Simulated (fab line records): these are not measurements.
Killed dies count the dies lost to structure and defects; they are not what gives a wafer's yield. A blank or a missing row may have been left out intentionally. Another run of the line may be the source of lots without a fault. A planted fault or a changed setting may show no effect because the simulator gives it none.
fab line records ; flow sky130
record: lots: 5; wafers: 15; lastDay: 49
route steps=708 shown FIELD_ISO@15 NWELL@32 DNWELL@35
lots with no fault: from the same line, run without faults
startH: hours from the record's opening day to when the first of the lot's shown wafers began ; waitH: hours elapsed since this lot's preceding step ; " the same as in the row above ; L1.1+2: one row covering several wafers at once ; - no value present, or no start provided ; * or withheld: withheld ; < > ~ a bound
route shown NAME@n: NAME is a module with steps in the file, n the number in the route of the first one ; usual: mean/standard deviation taken from wafers without a fault ; same: alike in all rows ; chamber/n: place in a boat ; sites: readings site by site ; _std_site: standard deviation across them ; _edge_site: inner sites' mean taken away from outer sites' mean ; radiusMm: for every site, how far away it sits from the centre of the wafer ; mask NAME#n: copy n ; behind: the tool/chamber that last shaped the wafer ; hold: cause of the lot's hold/its duration in hours/its outcome ; device: the transistor (n, p or np) that didn't switch ; end of line: the same wafers' tests at the end of the route ; a step with no rows: only its recipe ; killed: the dies lost at the first sort to structure and to defects; this is not the yield of the wafer ; map: a wafer's dies, marking killed ones x, the rest . and places with no die _
set.NAME: the run value of the setting; set.NAME@STEP: its run value at that earlier step ; model.NAME: the simulator's own value behind a step, which no gauge read
lots at some steps of the route; a table a step, a row a wafer
services: the hour from which a tool's chamber was out of use, counted from the record's first day as startH (under 0 if before that day), plus the number of hours and why
== steps ==
step: SKY_FIELD_ISO_ETCH_14
recipe: chemistry: N2/H2; target: BARC; ionEnergyEv: 200; sourceW: 500; biasW: 100; pressureMtorr: 30; n2FlowSccm: 100; h2FlowSccm: 200; stopOn: SiO2; timeS: 45.9; targetDepthA: 600
usual: drypumpMotorCurrentA: 5.5/0.34; oesProductAu: 0.855/0.0047; throttleValvePct: 13.226/0.0086
lot.wafer;tool;chamber;startH;waitH;drypumpMotorCurrentA;oesProductAu;rfHoursCounterH;throttleValvePct
L078.1;rieDiel-03;2;52.75;0.1;5.3;0.867;72;13.213
L078.5;rieDiel-03;0;52.75;0.1;5.9;0.854;-;13.220
L078.6;rieDiel-03;1;52.75;0.1;5.7;0.864;-;13.226
L083.2;rieDiel-04;3;78.84;0.1;5.0;0.853;6;13.228
L083.4;rieDiel-04;2;78.84;0.1;5.4;0.852;1;13.228
L083.6;rieDiel-04;2;78.84;0.1;5.4;0.856;-;13.235
L090.1;rieDiel-03;1;111.25;0.1;5.7;0.850;2;13.217
L090.3;rieDiel-03;0;111.25;0.1;5.9;0.848;3;13.223
L090.6;rieDiel-03;0;111.25;0.1;5.9;0.868;-;13.237
L093.1;rieDiel-04;3;128.40;0.1;5.0;0.848;6;13.242
L093.5;rieDiel-04;1;128.40;0.1;5.0;0.847;-;13.223
L093.6;rieDiel-04;0;128.40;0.1;5.5;0.853;-;13.239
L094.1;rieDiel-03;1;133.42;0.1;5.7;0.855;3;13.211
L094.3;rieDiel-03;3;133.42;0.1;5.7;0.857;2;13.226
L094.4;rieDiel-03;0;133.42;0.1;5.9;0.856;4;13.222
step: SKY_FIELD_ISO_ETCH_15
recipe: chemistry: CHF3/O2; targetDepthNm: 180; stopOn: Si; sourceW: 600; biasW: 200; pressureMtorr: 40; chf3FlowSccm: 50; O2_flow_sccm: 5; timeS: 72
usual: drypumpMotorCurrentA: 5.5/0.34; oesProductAu: 0.944/0.007; throttleValvePct: 8.843/0.0092
lot.wafer;tool;chamber;startH;waitH;drypumpMotorCurrentA;oesProductAu;rfHoursCounterH;throttleValvePct
L078.1;rieDiel-03;2;52.79;0.0;5.2;0.949;72;8.820
L078.5;rieDiel-03;0;52.79;0.0;5.9;0.949;-;8.836
L078.6;rieDiel-03;1;52.79;0.0;5.7;0.959;-;8.855
L083.2;rieDiel-04;3;78.88;0.0;5.0;0.953;6;8.849
L083.4;rieDiel-04;2;78.88;0.0;5.3;0.942;1;8.845
L083.6;rieDiel-04;2;78.88;0.0;5.4;0.942;-;8.855
L090.1;rieDiel-03;1;111.29;0.0;5.7;0.956;2;8.850
L090.3;rieDiel-03;0;111.29;0.0;5.9;0.949;3;8.847
L090.6;rieDiel-03;0;111.29;0.0;5.9;0.953;-;8.840
L093.1;rieDiel-04;3;128.44;0.0;5.0;0.939;7;8.862
L093.5;rieDiel-04;1;128.44;0.0;5.0;0.948;-;8.828
L093.6;rieDiel-04;0;128.44;0.0;5.5;0.945;-;8.841
L094.1;rieDiel-03;1;133.47;0.0;5.7;0.944;3;8.843
L094.3;rieDiel-03;3;133.47;0.0;5.6;0.942;2;8.846
L094.4;rieDiel-03;0;133.47;0.0;5.9;0.949;4;8.846
step: SKY_FIELD_ISO_STRIP_16
recipe: chemistry: O2/N2; powerW: 1400; pressureMtorr: 1500; platenTempC: withheld; o2FlowSccm: 3000; n2FlowSccm: 300; overashFraction: 0.5
usual: drypumpMotorCurrentA: 5.8/0.32; oesProductAu: 0.379/0.0044; stripTimeToEndpointS: 3.566/0.028
lot.wafer;tool;chamber;startH;waitH;drypumpMotorCurrentA;oesProductAu;rfHoursCounterH;stripTimeToEndpointS
L078.1;plasmaAsher-03;0;52.85;0.0;6.0;0.381;24;3.570
L078.5;plasmaAsher-03;0;52.85;0.0;6.0;0.378;-;3.587
L078.6;plasmaAsher-03;1;52.85;0.0;5.7;0.385;-;3.596
L083.2;plasmaAsher-01;0;78.94;0.0;5.8;0.377;40;3.501
L083.4;plasmaAsher-01;1;78.94;0.0;5.7;0.381;-;3.555
L083.6;plasmaAsher-01;0;78.94;0.0;5.8;0.381;-;3.577
L090.1;plasmaAsher-02;1;111.35;0.0;5.2;0.374;43;3.524
L090.3;plasmaAsher-02;0;111.35;0.0;6.4;0.375;-;3.543
L090.6;plasmaAsher-02;1;111.35;0.0;5.2;0.378;-;3.551
L093.1;plasmaAsher-03;1;128.50;0.0;5.7;0.374;32;3.536
L093.5;plasmaAsher-03;0;128.50;0.0;6.0;0.383;-;3.530
L093.6;plasmaAsher-03;1;128.50;0.0;5.7;0.373;-;3.570
L094.1;plasmaAsher-02;1;133.52;0.0;5.2;0.383;46;3.504
L094.3;plasmaAsher-02;1;133.52;0.0;5.2;0.377;-;3.520
L094.4;plasmaAsher-02;0;133.52;0.0;6.4;0.382;-;3.578
step: SKY_FIELD_ISO_ETCH_17
recipe: targetDepthA: 3420; maskMaterial: Si3N4; chemistry: HBr/Cl2/O2; target: Si; taperDeg: 5; icpW: 600; biasW: 150; pressureMtorr: 15; HBr_flow_sccm: 150; Cl2_flow_sccm: 40; O2_flow_sccm: 6; timeS: 97.7
usual: drypumpMotorCurrentA: 5.5/0.43; oesProductAu: 1.000/0.0077; throttleValvePct: 25.656/0.01
lot.wafer;tool;chamber;startH;waitH;drypumpMotorCurrentA;oesProductAu;rfHoursCounterH;throttleValvePct
L078.1;rieSi-01;2;52.95;0.1;4.8;0.999;24;25.659
L078.5;rieSi-01;2;52.95;0.1;4.8;1.005;-;25.659
L078.6;rieSi-01;1;52.95;0.1;6.0;1.000;-;25.663
L083.2;rieSi-01;3;79.04;0.1;5.3;0.998;48;25.640
L083.4;rieSi-01;1;79.04;0.1;6.0;1.014;1;25.662
L083.6;rieSi-01;2;79.04;0.1;4.9;1.015;-;25.646
L090.1;rieSi-01;1;111.45;0.1;5.9;1.010;1;25.652
L090.3;rieSi-01;0;111.45;0.1;4.8;0.998;3;25.645
L090.6;rieSi-01;0;111.45;0.1;4.8;0.998;-;25.658
L093.1;rieSi-02;1;128.60;0.1;6.0;1.008;1;25.656
L093.5;rieSi-02;3;128.60;0.1;5.5;1.015;-;25.649
L093.6;rieSi-02;0;128.60;0.1;5.4;1.001;-;25.650
L094.1;rieSi-01;1;133.62;0.1;6.0;1.005;1;25.648
L094.3;rieSi-01;3;133.62;0.1;5.4;1.002;49;25.664
L094.4;rieSi-01;2;133.62;0.1;4.9;1.014;25;25.651
step: SKY_FIELD_ISO_WET_ETCH_18
recipe: chemistry: H3PO4; targetDepthNm: 25; tempC: 160; target: Si3N4; timeS: 286
usual: tempC: 159.97/0.14
lot.wafer;tool;chamber;startH;waitH;tempC
L078.1;wetBench-02;3;53.02;0.0;159.90
L078.5;wetBench-02;3;53.02;0.0;159.88
L078.6;wetBench-02;3;53.02;0.0;160.01
L083.2;wetBench-03;1;79.11;0.0;159.83
L083.4;wetBench-03;1;79.11;0.0;159.96
L083.6;wetBench-03;1;79.11;0.0;160.01
L090.1;wetBench-04;2;111.52;0.0;160.09
L090.3;wetBench-04;2;111.52;0.0;160.09
L090.6;wetBench-04;2;111.52;0.0;160.00
L093.1;wetBench-03;2;128.67;0.0;160.22
L093.5;wetBench-03;2;128.67;0.0;160.10
L093.6;wetBench-03;2;128.67;0.0;160.17
L094.1;wetBench-04;0;133.69;0.0;160.07
L094.3;wetBench-04;0;133.69;0.0;160.17
L094.4;wetBench-04;0;133.69;0.0;160.25
step: SKY_FIELD_ISO_CLEAN_19
recipe: chemistry: SC1/SC2; mix: 1:4:20; tempC: 70; timeS: 150
usual: tempC: 70.00/0.13
lot.wafer;tool;chamber;startH;waitH;tempC
L078.1;wetBench-04;0;53.11;0.0;69.98
L078.5;wetBench-04;0;53.11;0.0;70.01
L078.6;wetBench-04;0;53.11;0.0;70.15
L083.2;wetBench-04;1;79.19;0.0;70.22
L083.4;wetBench-04;1;79.19;0.0;70.09
L083.6;wetBench-04;1;79.19;0.0;70.23
L090.1;wetBench-03;1;111.62;0.0;69.91
L090.3;wetBench-03;1;111.62;0.0;70.06
L090.6;wetBench-03;1;111.62;0.0;69.97
L093.1;wetBench-04;1;128.77;0.0;70.08
L093.5;wetBench-04;1;128.77;0.0;69.83
L093.6;wetBench-04;1;128.77;0.0;70.13
L094.1;wetBench-03;2;133.78;0.0;70.08
L094.3;wetBench-03;2;133.78;0.0;69.85
L094.4;wetBench-03;2;133.78;0.0;69.99
step: SKY_FIELD_ISO_CLEAN_20
recipe: chemistry: dHF; timeS: 20; dilution: 100:1
lot.wafer;tool;chamber;startH;waitH
L078.1+5+6;wetBench-03;2;53.16;0.0
L083.2+4+6;wetBench-02;0;79.25;0.0
L090.1+3+6;wetBench-02;1;111.67;0.0
L093.1+5+6;wetBench-02;0;128.83;0.0
L094.1+3+4;wetBench-04;3;133.84;0.0
step: SKY_FIELD_ISO_WET_ETCH_21
recipe: chemistry: dHF; dilution: 100:1; targetDepthNm: 20; dry: ipaMarangoni; target: SiO2; tempC: 25; timeS: 400
usual: tempC: 25.02/0.097
lot.wafer;tool;chamber;startH;waitH;tempC
L078.1;wetBench-04;1;53.17;0.0;24.96
L078.5;wetBench-04;1;53.17;0.0;24.94
L078.6;wetBench-04;1;53.17;0.0;25.09
L083.2;wetBench-03;1;79.26;0.0;24.98
L083.4;wetBench-03;1;79.26;0.0;25.04
L083.6;wetBench-03;1;79.26;0.0;24.99
L090.1;wetBench-03;0;111.69;0.0;25.14
L090.3;wetBench-03;0;111.69;0.0;24.97
L090.6;wetBench-03;0;111.69;0.0;25.01
L093.1;wetBench-03;2;128.85;0.0;25.06
L093.5;wetBench-03;2;128.85;0.0;24.93
L093.6;wetBench-03;2;128.85;0.0;25.06
L094.1;wetBench-03;1;133.85;0.0;25.12
L094.3;wetBench-03;1;133.85;0.0;25.06
L094.4;wetBench-03;1;133.85;0.0;24.97
step: SKY_FIELD_ISO_OXIDATION_22
recipe: tempC: 950; ambient: O2; stabiliseS: 600; purgeS: 300; targetThkA: 100; oxTimeS: 623
usual: oxTempC: 949.9/0.45
lot.wafer;tool;chamber;startH;waitH;oxTempC
L078.1;furnace-02;0;54.04;0.7;949.6
L078.5;furnace-02;0;54.04;0.7;950.6
L078.6;furnace-02;0;54.04;0.7;950.5
L083.2;furnace-02;0;79.48;0.1;949.4
L083.4;furnace-02;0;79.48;0.1;949.4
L083.6;furnace-02;0;79.48;0.1;949.3
L090.1;furnace-02;0;112.87;1.1;950.3
L090.3;furnace-02;0;112.87;1.1;950.5
L090.6;furnace-02;0;112.87;1.1;950.4
L093.1;furnace-01;0;128.98;0.0;950.1
L093.5;furnace-01;0;128.98;0.0;949.9
L093.6;furnace-01;0;128.98;0.0;950.5
L094.1;furnace-01;0;133.98;0.0;950.3
L094.3;furnace-01;0;133.98;0.0;950.8
L094.4;furnace-01;0;133.98;0.0;950.2
step: SKY_FIELD_ISO_THK_MEAS_23
recipe: reads: SiO2_of_FIELD_ISO_OXIDATION_22
usual: FIELD_ISO_OXIDATION_01_THK: 10.00/0.19
lot.wafer;tool;chamber;startH;waitH;FIELD_ISO_OXIDATION_01_THK[nm]
L078.1;filmMetro-03;-;55.21;0.0;9.87
L078.5;filmMetro-03;-;55.21;0.0;9.87
L078.6;filmMetro-03;-;55.21;0.0;9.83
L083.2;filmMetro-03;-;80.67;0.0;10.10
L083.4;filmMetro-03;-;80.67;0.0;10.23
L083.6;filmMetro-03;-;80.67;0.0;10.22
L090.1;filmMetro-03;-;114.04;0.0;9.96
L090.3;filmMetro-03;-;114.04;0.0;10.02
L090.6;filmMetro-03;-;114.04;0.0;10.07
L093.1;filmMetro-02;-;130.15;0.0;10.11
L093.5;filmMetro-02;-;130.15;0.0;10.19
L093.6;filmMetro-02;-;130.15;0.0;10.13
L094.1;filmMetro-02;-;135.15;0.0;9.96
L094.3;filmMetro-02;-;135.15;0.0;9.76
L094.4;filmMetro-02;-;135.15;0.0;9.71
step: SKY_FIELD_ISO_CVD_24
recipe: material: SiO2; targetThkNm: 595; tempC: 650; sigmaOpenFrac: 0.3; timeS: 99.2; sih4FlowSccm: 60; pressureMtorr: 6
usual: pressureMtorr: 6.002/0.012
lot.wafer;tool;chamber;startH;waitH;pressureMtorr
L078.1;hdpcvd-02;0;55.27;0.1;5.994
L078.5;hdpcvd-02;2;55.27;0.1;5.991
L078.6;hdpcvd-02;0;55.27;0.1;6.021
L083.2;hdpcvd-02;1;80.72;0.0;6.017
L083.4;hdpcvd-02;2;80.72;0.0;5.981
L083.6;hdpcvd-02;1;80.72;0.0;5.999
L090.1;hdpcvd-02;0;114.10;0.1;6.025
L090.3;hdpcvd-02;2;114.10;0.1;5.994
L090.6;hdpcvd-02;2;114.10;0.1;6.005
L093.1;hdpcvd-02;0;130.21;0.1;5.986
L093.5;hdpcvd-02;2;130.21;0.1;6.007
L093.6;hdpcvd-02;0;130.21;0.1;5.996
L094.1;hdpcvd-02;1;135.21;0.1;5.997
L094.3;hdpcvd-02;0;135.21;0.1;5.999
L094.4;hdpcvd-02;0;135.21;0.1;6.014
step: SKY_FIELD_ISO_THK_MEAS_25
recipe: reads: SiO2_of_FIELD_ISO_CVD_24
usual: FIELD_ISO_CVD_24_THK: 593/5.1
lot.wafer;tool;chamber;startH;waitH;FIELD_ISO_CVD_24_THK[nm]
L078.1;filmMetro-04;-;55.34;0.0;593
L078.5;filmMetro-04;-;55.34;0.0;595
L078.6;filmMetro-04;-;55.34;0.0;599
L083.2;filmMetro-02;-;80.80;0.0;593
L083.4;filmMetro-02;-;80.80;0.0;603
L083.6;filmMetro-02;-;80.80;0.0;592
L090.1;filmMetro-04;-;114.18;0.0;592
L090.3;filmMetro-04;-;114.18;0.0;596
L090.6;filmMetro-04;-;114.18;0.0;604
L093.1;filmMetro-04;-;130.28;0.0;590
L093.5;filmMetro-04;-;130.28;0.0;590
L093.6;filmMetro-04;-;130.28;0.0;590
L094.1;filmMetro-04;-;135.28;0.0;597
L094.3;filmMetro-04;-;135.28;0.0;591
L094.4;filmMetro-04;-;135.28;0.0;587
step: SKY_FIELD_ISO_ANNEAL_26
recipe: tempC: 1000; timeS: 1800; ambient: N2
lot.wafer;tool;chamber;startH;waitH
L078.1+5+6;furnace-01;0;56.05;0.7
L083.2+4+6;furnace-02;0;80.85;0.0
L090.1+3+6;furnace-01;0;115.23;1.0
L093.1+5+6;furnace-02;0;131.63;1.3
L094.1+3+4;furnace-01;0;136.50;1.2
step: SKY_FIELD_ISO_CMP_27
recipe: stopOn: Si3N4; tOverpolishS: 16; downForcePsi: 4; platenRpm: 60; targetThkNm: 457.8; padVelocityMS: 0.94248
usual: motorCurrentA: 11.6/1.1; overpolishRunS: 15.998/0.0083; slurryFlowMlMin: 150.0/0.39; timeToEndpointS: 112/3.9
same: tOverpolishS: 16
lot.wafer;tool;chamber;startH;waitH;motorCurrentA;overpolishRunS;slurryFlowMlMin;timeToEndpointS
L078.1;cmp-02;0;57.95;0.4;11.4;16.005;150.0;116
L078.6;cmp-02;2;57.95;0.4;10.1;15.994;149.9;111
L078.5;cmp-02;3;57.95;0.4;10.9;16.000;150.0;113
L083.2;cmp-02;0;82.40;0.1;10.9;16.008;149.4;119
L083.4;cmp-02;1;82.40;0.1;11.9;16.008;150.4;117
L083.6;cmp-02;0;82.40;0.1;12.2;15.990;148.8;118
L090.3;cmp-01;0;116.73;0.0;13.5;15.994;150.1;109
L090.1;cmp-01;1;116.73;0.0;12.1;15.994;150.2;111
L090.6;cmp-01;0;116.73;0.0;13.8;16.018;150.0;107
L093.1;cmp-02;1;133.28;0.1;11.9;15.996;149.4;113
L093.6;cmp-02;2;133.28;0.1;10.3;15.997;149.5;111
L093.5;cmp-02;3;133.28;0.1;10.6;16.002;149.9;112
L094.4;cmp-01;0;138.00;0.0;13.3;16.002;150.6;102
L094.1;cmp-01;1;138.00;0.0;12.1;15.993;149.7;112
L094.3;cmp-01;3;138.00;0.0;11.9;16.014;149.6;108
step: SKY_FIELD_ISO_WET_ETCH_28
recipe: chemistry: dHF; targetDepthNm: 23.7; target: SiO2; dilution: 10:1; tempC: 25; timeS: 47
usual: tempC: 24.99/0.1
lot.wafer;tool;chamber;startH;waitH;tempC
L078.1;wetBench-04;1;58.15;0.1;25.00
L078.5;wetBench-04;1;58.15;0.1;24.92
L078.6;wetBench-04;1;58.15;0.1;25.02
L083.2;wetBench-04;0;82.65;0.2;24.81
L083.4;wetBench-04;0;82.65;0.2;24.94
L083.6;wetBench-04;0;82.65;0.2;24.92
L090.1;wetBench-03;0;117.03;0.2;24.77
L090.3;wetBench-03;0;117.03;0.2;24.95
L090.6;wetBench-03;0;117.03;0.2;24.80
L093.1;wetBench-03;2;133.43;0.1;25.06
L093.5;wetBench-03;2;133.43;0.1;25.09
L093.6;wetBench-03;2;133.43;0.1;25.33
L094.1;wetBench-03;0;138.30;0.2;24.97
L094.3;wetBench-03;0;138.30;0.2;25.08
L094.4;wetBench-03;0;138.30;0.2;24.98
step: SKY_FIELD_ISO_WET_ETCH_29
recipe: chemistry: H3PO4; targetDepthNm: 160; target: Si3N4; tempC: 160; timeS: 1825
usual: tempC: 160.00/0.16
lot.wafer;tool;chamber;startH;waitH;tempC
L078.1;wetBench-04;0;58.17;0.0;160.26
L078.5;wetBench-04;0;58.17;0.0;160.13
L078.6;wetBench-04;0;58.17;0.0;159.91
L083.2;wetBench-03;1;82.67;0.0;159.89
L083.4;wetBench-03;1;82.67;0.0;160.07
L083.6;wetBench-03;1;82.67;0.0;160.01
L090.1;wetBench-04;2;117.06;0.0;159.90
L090.3;wetBench-04;2;117.06;0.0;159.96
L090.6;wetBench-04;2;117.06;0.0;159.91
L093.1;wetBench-02;2;133.46;0.0;160.07
L093.5;wetBench-02;2;133.46;0.0;160.03
L093.6;wetBench-02;2;133.46;0.0;159.74
L094.1;wetBench-04;1;138.32;0.0;160.19
L094.3;wetBench-04;1;138.32;0.0;159.74
L094.4;wetBench-04;1;138.32;0.0;159.82
step: SKY_FIELD_ISO_WET_ETCH_30
recipe: chemistry: dHF; targetDepthNm: 25; target: SiO2; dilution: 10:1; tempC: 25; timeS: 50
usual: tempC: 24.98/0.11
lot.wafer;tool;chamber;startH;waitH;tempC
L078.1;wetBench-03;1;58.68;0.0;24.99
L078.5;wetBench-03;1;58.68;0.0;25.02
L078.6;wetBench-03;1;58.68;0.0;24.94
L083.2;wetBench-04;3;83.19;0.0;25.03
L083.4;wetBench-04;3;83.19;0.0;25.05
L083.6;wetBench-04;3;83.19;0.0;25.06
L090.1;wetBench-02;1;117.67;0.0;25.14
L090.3;wetBench-02;1;117.67;0.0;25.01
L090.6;wetBench-02;1;117.67;0.0;24.74
L093.1;wetBench-04;1;133.97;0.0;24.87
L093.5;wetBench-04;1;133.97;0.0;24.74
L093.6;wetBench-04;1;133.97;0.0;24.79
L094.1;wetBench-03;2;138.84;0.0;25.08
L094.3;wetBench-03;2;138.84;0.0;24.99
L094.4;wetBench-03;2;138.84;0.0;24.95
step: SKY_NWELL_CLEAN_00
recipe: chemistry: SC1/SC2; mix: 1:4:20; tempC: 70; timeS: 150; dry: n2Spin
usual: tempC: 70.01/0.1
lot.wafer;tool;chamber;startH;waitH;tempC
L078.1;wetBench-02;1;58.71;0.0;70.12
L078.5;wetBench-02;1;58.71;0.0;69.97
L078.6;wetBench-02;1;58.71;0.0;69.91
L083.2;wetBench-03;0;83.21;0.0;70.26
L083.4;wetBench-03;0;83.21;0.0;70.17
L083.6;wetBench-03;0;83.21;0.0;70.12
L090.1;wetBench-03;1;117.69;0.0;69.87
L090.3;wetBench-03;1;117.69;0.0;69.96
L090.6;wetBench-03;1;117.69;0.0;70.06
L093.1;wetBench-02;0;133.99;0.0;69.93
L093.5;wetBench-02;0;133.99;0.0;70.01
L093.6;wetBench-02;0;133.99;0.0;69.97
L094.1;wetBench-02;1;138.86;0.0;70.05
L094.3;wetBench-02;1;138.86;0.0;70.00
L094.4;wetBench-02;1;138.86;0.0;70.12
step: SKY_NWELL_OXIDATION_01
recipe: tempC: 900; ambient: O2; stabiliseS: 600; purgeS: 300; targetThkA: 100; oxTimeS: 1418
usual: oxTempC: 900.0/0.36
lot.wafer;tool;chamber;startH;waitH;oxTempC
L078.1;furnace-02;0;59.65;0.9;899.5
L078.5;furnace-02;0;59.65;0.9;900.1
L078.6;furnace-02;0;59.65;0.9;899.8
L083.2;furnace-01;0;83.26;0.0;900.6
L083.4;furnace-01;0;83.26;0.0;899.8
L083.6;furnace-01;0;83.26;0.0;900.9
L090.1;furnace-01;0;118.14;0.4;899.9
L090.3;furnace-01;0;118.14;0.4;899.7
L090.6;furnace-01;0;118.14;0.4;900.1
L093.1;furnace-02;0;134.04;0.0;900.1
L093.5;furnace-02;0;134.04;0.0;900.5
L093.6;furnace-02;0;134.04;0.0;900.4
L094.1;furnace-01;0;139.53;0.6;899.3
L094.3;furnace-01;0;139.53;0.6;900.4
L094.4;furnace-01;0;139.53;0.6;899.5
step: SKY_NWELL_THK_MEAS_02
recipe: reads: SiO2_of_NWELL_OXIDATION_01
usual: NWELL_OXIDATION_THK: 9.98/0.18
lot.wafer;tool;chamber;startH;waitH;NWELL_OXIDATION_THK[nm]
L078.1;filmMetro-03;-;61.04;0.0;9.98
L078.5;filmMetro-03;-;61.04;0.0;9.86
L078.6;filmMetro-03;-;61.04;0.0;9.85
L083.2;filmMetro-04;-;84.66;0.0;9.78
L083.4;filmMetro-04;-;84.66;0.0;9.84
L083.6;filmMetro-04;-;84.66;0.0;9.67
L090.1;filmMetro-04;-;119.54;0.0;9.83
L090.3;filmMetro-04;-;119.54;0.0;10.07
L090.6;filmMetro-04;-;119.54;0.0;10.15
L093.1;filmMetro-01;-;135.44;0.0;9.77
L093.5;filmMetro-01;-;135.44;0.0;9.73
L093.6;filmMetro-01;-;135.44;0.0;9.59
L094.1;filmMetro-01;-;140.93;0.0;10.07
L094.3;filmMetro-01;-;140.93;0.0;10.17
L094.4;filmMetro-01;-;140.93;0.0;10.10
step: SKY_DNWELL_DEHYDRATE_00
recipe: tempC: 200; timeS: 60
usual: chillPlateTempC: 23.00/0.11
lot.wafer;tool;chamber;startH;waitH;chillPlateTempC
L078.1;lithoTrack-01;0;68.80;7.8;22.76
L078.5;lithoTrack-01;0;68.80;7.8;22.90
L078.6;lithoTrack-01;0;68.80;7.8;23.11
L083.2;lithoTrack-02;0;92.06;7.4;23.09
L083.4;lithoTrack-02;0;92.06;7.4;23.04
L083.6;lithoTrack-02;0;92.06;7.4;23.05
L090.1;lithoTrack-02;0;128.28;8.7;23.22
L090.3;lithoTrack-02;0;128.28;8.7;23.02
L090.6;lithoTrack-02;0;128.28;8.7;23.01
L093.1;lithoTrack-02;0;145.23;9.8;23.11
L093.5;lithoTrack-02;0;145.23;9.8;23.04
L093.6;lithoTrack-02;0;145.23;9.8;22.91
L094.1;lithoTrack-01;0;150.45;9.5;22.76
L094.3;lithoTrack-01;0;150.45;9.5;22.82
L094.4;lithoTrack-01;0;150.45;9.5;22.72
step: SKY_DNWELL_HMDS_01
recipe: primeTimeS: 60; primeTempC: 120
usual: chillPlateTempC: 22.99/0.12
lot.wafer;tool;chamber;startH;waitH;chillPlateTempC
L078.1;lithoTrack-01;0;68.95;0.1;23.04
L078.5;lithoTrack-01;0;68.95;0.1;22.95
L078.6;lithoTrack-01;0;68.95;0.1;22.99
L083.2;lithoTrack-02;0;92.21;0.1;22.94
L083.4;lithoTrack-02;0;92.21;0.1;23.21
L083.6;lithoTrack-02;0;92.21;0.1;23.00
L090.1;lithoTrack-02;0;128.43;0.1;22.83
L090.3;lithoTrack-02;0;128.43;0.1;22.98
L090.6;lithoTrack-02;0;128.43;0.1;22.93
L093.1;lithoTrack-02;0;145.38;0.1;23.00
L093.5;lithoTrack-02;0;145.38;0.1;22.93
L093.6;lithoTrack-02;0;145.38;0.1;23.12
L094.1;lithoTrack-01;0;150.60;0.1;23.07
L094.3;lithoTrack-01;0;150.60;0.1;23.04
L094.4;lithoTrack-01;0;150.60;0.1;23.22
== services ==
tool;chamber;startH;hours;kind
wetBench-04;-;44.91;4.4;pm
cmp-02;-;49.26;5.8;pm
furnace-01;-;50.32;3.9;pm
plasmaAsher-01;-;51.48;1.9;repair
plasmaAsher-02;-;51.75;1.6;repair
cmp-01;-;55.05;7.8;pm
rieDiel-04;1;55.35;-;clean
rieDiel-04;1;55.35;-;consumableReplace:esc
rieDiel-04;1;55.35;19.6;scheduledDown
rieDiel-04;1;55.35;19.6;ventCycle
rieDiel-03;1;55.53;4.9;repair
cmp-01;-;64.00;4.0;pm
cmp-01;-;68.00;-;consumableReplace:conditioner
cmp-01;-;68.00;-;consumableReplace:pad
cmp-01;-;72.00;6.0;pm
plasmaAsher-02;-;96.87;0.4;repair
plasmaAsher-01;-;108.75;9.0;pm
plasmaAsher-03;-;122.14;1.4;repair
furnace-01;-;130.15;2.8;pm
rieDiel-04;0;132.08;5.6;repair
cmp-01;-;136.17;0.2;repair
rieDiel-04;0;139.50;5.0;repair
wetBench-02;-;139.86;3.2;repair
furnace-02;-;143.85;3.3;pm
== key ==
fault none
